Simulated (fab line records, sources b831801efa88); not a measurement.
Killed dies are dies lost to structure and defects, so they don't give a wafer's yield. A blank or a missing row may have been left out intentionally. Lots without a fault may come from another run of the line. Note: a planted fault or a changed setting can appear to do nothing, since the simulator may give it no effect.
Which of the tools did it? + flow sfq_line + 15 lots, 45 wafers sampled, at 4 steps of a route of 325

## WHAT THE GAUGES READ, wafer by wafer
SFQ_M1_OVL_MEAS_911.
| lot  | measured     | on         | M1_OVL (nm) |
|------|--------------|------------|-------------|
| L169 | day 15 11:32 | overlay-02 | 0 -6 -3     |
| L170 | day 15 20:03 | overlay-02 | 0 -6 -1     |
| L171 | day 15 23:40 | overlay-01 | 0 0 2       |
| L172 | day 16 07:50 | overlay-02 | 0 -3 -2     |
| L173 | day 16 17:31 | overlay-01 | 0 1 2       |
| L174 | day 16 22:18 | overlay-02 | 2 4 6       |
| L175 | day 18 04:34 | overlay-02 | -2 -6 2     |
| L176 | day 18 09:22 | overlay-02 | 2 2 3       |
| L177 | day 18 18:59 | overlay-02 | -7 -9 -4    |
| L178 | day 18 23:46 | overlay-01 | 2 4 -1      |
| L179 | day 20 22:34 | overlay-02 | -3 -2 -3    |
| L181 | day 22 00:59 | overlay-01 | 7 5 9       |
| L183 | day 22 17:46 | overlay-02 | 2 1 -2      |
| L184 | day 22 21:22 | overlay-01 | 0 11 8      |
| L185 | day 24 14:47 | overlay-02 | 6 10 9      |

## EACH LOT AND THE TOOL THAT RAN IT (in order: tool; ch and the chambers of the sampled wafers; start)
| lot  | SFQ_TRILAYER_INCOMING_OXIDATION_002 | SFQ_TRILAYER_L0_VIA_STRIP_STRIP_017 | SFQ_TRILAYER_M0_STRIP_STRIP_025   |
|------|-------------------------------------|-------------------------------------|-----------------------------------|
| L169 | furnace-02 ch 0, day 1 15:07        | rie_metal-04 ch 0,1, day 5 01:38    | rie_metal-03 ch 0,1, day 5 18:40  |
| L170 | furnace-02 ch 0, day 1 20:07        | rie_metal-03 ch 1, day 5 05:14      | rie_metal-04 ch 0,1, day 5 22:16  |
| L171 | furnace-01 ch 0, day 2 01:07        | rie_metal-01 ch 0,1, day 5 13:50    | rie_metal-02 ch 0,1, day 6 05:40  |
| L172 | furnace-02 ch 0, day 2 06:07        | rie_metal-01 ch 0,1, day 5 18:26    | rie_metal-03 ch 0,1, day 6 16:13  |
| L173 | furnace-01 ch 0, day 2 11:07        | rie_metal-04 ch 0,1, day 6 03:02    | rie_metal-02 ch 0,1, day 7 03:19  |
| L174 | furnace-02 ch 0, day 2 16:07        | rie_metal-03 ch 0,1, day 6 09:02    | rie_metal-03 ch 0,1, day 7 09:19  |
| L175 | furnace-01 ch 0, day 2 21:07        | rie_metal-01 ch 0,1, day 6 13:38    | rie_metal-03 ch 0,1, day 7 13:55  |
| L176 | furnace-02 ch 0, day 3 02:07        | rie_metal-04 ch 0,1, day 6 18:26    | rie_metal-03 ch 0,1, day 7 18:43  |
| L177 | furnace-01 ch 0, day 3 07:07        | rie_metal-01 ch 0,1, day 7 06:10    | rie_metal-03 ch 0,1, day 8 03:19  |
| L178 | furnace-02 ch 0, day 3 12:07        | rie_metal-04 ch 0,1, day 7 08:22    | rie_metal-03 ch 1, day 8 06:43    |
| L179 | furnace-01 ch 0, day 3 17:07        | rie_metal-03 ch 0, day 9 07:56      | rie_metal-04 ch 0,1, day 10 02:08 |
| L181 | furnace-01 ch 0, day 4 03:07        | rie_metal-04 ch 0,1, day 9 19:56    | rie_metal-04 ch 0,1, day 10 15:32 |
| L183 | furnace-01, day 4 13:07             | rie_metal-04 ch 0,1, day 10 06:32   | rie_metal-03 ch 1, day 11 03:43   |
| L184 | furnace-02, day 4 18:07             | rie_metal-01 ch 0,1, day 10 10:08   | rie_metal-04 ch 0,1, day 11 08:08 |
| L185 | furnace-01, day 4 23:07             | rie_metal-03 ch 0,1, day 10 16:20   | rie_metal-04 ch 0,1, day 12 05:29 |
- SFQ_TRILAYER_INCOMING_OXIDATION_002: target thk 500 nm, ox time 4939 s.
- SFQ_TRILAYER_L0_VIA_STRIP_STRIP_017: strips in O2.
- SFQ_TRILAYER_M0_STRIP_STRIP_025: strips in O2.

## WHAT THE TOOLS THEMSELVES READ (means of the sampled wafers that have a number; where no wafer has one, the mark that the record gives instead)
SFQ_TRILAYER_INCOMING_OXIDATION_002.
| lot  | tool       | ox_temp_c (C) | ox_temp_c_max | spike_tc_bottom_C (C) | spike_tc_top_C (C) | tube_center_temp_C_max | zone_power_bottom_pct (%) |
|------|------------|---------------|---------------|-----------------------|--------------------|------------------------|---------------------------|
| L169 | furnace-02 | 1000.1        | 1005.4        | 1014                  | 1009.4             | 1002.3                 | 38.8                      |
| L170 | furnace-02 | 1000.0        | 1005.0        | 1015                  | 1008.4             | 1002.6                 | 38.7                      |
| L171 | furnace-01 | 999.8         | 1008.4        | 1022                  | 1006.8             | 1003.1                 | 39.0                      |
| L172 | furnace-02 | 1000.0        | 1005.0        | 1015                  | 1008.0             | 1002.5                 | 39.0                      |
| L173 | furnace-01 | 1000.3        | 1007.9        | 1020                  | 1006.1             | 1002.0                 | 39.0                      |
| L174 | furnace-02 | 999.7         | 1004.1        | 1014                  | 1006.5             | 1002.6                 | 38.5                      |
| L175 | furnace-01 | 999.9         | 1009.0        | 1021                  | 1008.4             | 1002.4                 | 38.6                      |
| L176 | furnace-02 | 999.9         | 1003.8        | 1015                  | 1008.8             | 1002.6                 | 38.9                      |
| L177 | furnace-01 | 999.7         | 1008.0        | 1021                  | 1006.3             | 1002.8                 | 38.8                      |
| L178 | furnace-02 | 999.9         | 1004.3        | 1015                  | 1008.5             | 1002.7                 | 38.8                      |
| L179 | furnace-01 | 1000.1        | 1009.1        | 1021                  | 1007.4             | 1002.4                 | 39.1                      |
| L181 | furnace-01 | 1000.3        | 1010.7        | 1021                  | 1006.4             | 1003.0                 | 39.3                      |
| L183 | furnace-01 | -             | -             | -                     | -                  | -                      | -                         |
| L184 | furnace-02 | -             | -             | -                     | -                  | -                      | -                         |
| L185 | furnace-01 | -             | -             | -                     | -                  | -                      | -                         |

SFQ_TRILAYER_L0_VIA_STRIP_STRIP_017.
| lot  | tool         | drypump_motor_current_A (A) | oes_product_au (a.u.) |
|------|--------------|-----------------------------|-----------------------|
| L169 | rie_metal-04 | 5.1                         | 1.002                 |
| L170 | rie_metal-03 | 4.9                         | 0.998                 |
| L171 | rie_metal-01 | 5.7                         | 0.999                 |
| L172 | rie_metal-01 | 5.7                         | 0.996                 |
| L173 | rie_metal-04 | 5.2                         | 1.007                 |
| L174 | rie_metal-03 | 5.7                         | 0.995                 |
| L175 | rie_metal-01 | 5.7                         | 0.999                 |
| L176 | rie_metal-04 | 5.2                         | 1.010                 |
| L177 | rie_metal-01 | 5.9                         | 1.002                 |
| L178 | rie_metal-04 | 5.2                         | 1.000                 |
| L179 | rie_metal-03 | 6.1                         | 0.992                 |
| L181 | rie_metal-04 | 5.1                         | 0.985                 |
| L183 | rie_metal-04 | 5.1                         | 0.993                 |
| L184 | rie_metal-01 | 5.9                         | 0.998                 |
| L185 | rie_metal-03 | 5.4                         | 0.993                 |

SFQ_TRILAYER_M0_STRIP_STRIP_025.
| lot  | tool         | drypump_motor_current_A (A) | oes_product_au (a.u.) |
|------|--------------|-----------------------------|-----------------------|
| L169 | rie_metal-03 | 5.3                         | 0.996                 |
| L170 | rie_metal-04 | 5.2                         | 1.003                 |
| L171 | rie_metal-02 | 5.9                         | 0.996                 |
| L172 | rie_metal-03 | 5.6                         | 0.995                 |
| L173 | rie_metal-02 | 6.2                         | 0.993                 |
| L174 | rie_metal-03 | 5.3                         | 0.993                 |
| L175 | rie_metal-03 | 5.7                         | 1.000                 |
| L176 | rie_metal-03 | 5.4                         | 0.995                 |
| L177 | rie_metal-03 | 5.7                         | 0.995                 |
| L178 | rie_metal-03 | 4.9                         | 1.000                 |
| L179 | rie_metal-04 | 5.1                         | 0.989                 |
| L181 | rie_metal-04 | 5.1                         | 1.002                 |
| L183 | rie_metal-03 | 4.9                         | 0.993                 |
| L184 | rie_metal-04 | 5.1                         | 1.005                 |
| L185 | rie_metal-04 | 5.2                         | 1.002                 |

## THE ANSWER, worked out from the rows above alone
Rule: the lots themselves supply what counts as usual. The widest of any qualifying gaps counts: lots, ordered by their means at a reading, are off when they make up no more than a third of the lots, leave a main group of 4 or more, and stand apart from it by 3 or more times the standard deviation of that group's means. Not used: any main group whose means are identical at the precision the tables above print for the reading. Also off: a lot with no number at a reading for which 4 or more lots have one. The other lots that the step has rows for count as sound. Order of review: gauges by route order, followed by the tools' own readings, for which a lot's mean as printed above is used. The first step at which some lot is off is used, and at that step the reading that is off furthest; a lot without a number counts as furthest.
Off, at SFQ_TRILAYER_INCOMING_OXIDATION_002 on ox_temp_c: L183, L184, L185. Without a number there: L183, L184, L185. Mean 1000.0 C and standard deviation 0.19 in the main group.
If a tool, at that step or one of the process steps before it, ran each lot that is off and ran no sound lot following the first of them, it fits. No candidate that was tried fits.

## WHAT THE SIMULATOR HAD INSERTED
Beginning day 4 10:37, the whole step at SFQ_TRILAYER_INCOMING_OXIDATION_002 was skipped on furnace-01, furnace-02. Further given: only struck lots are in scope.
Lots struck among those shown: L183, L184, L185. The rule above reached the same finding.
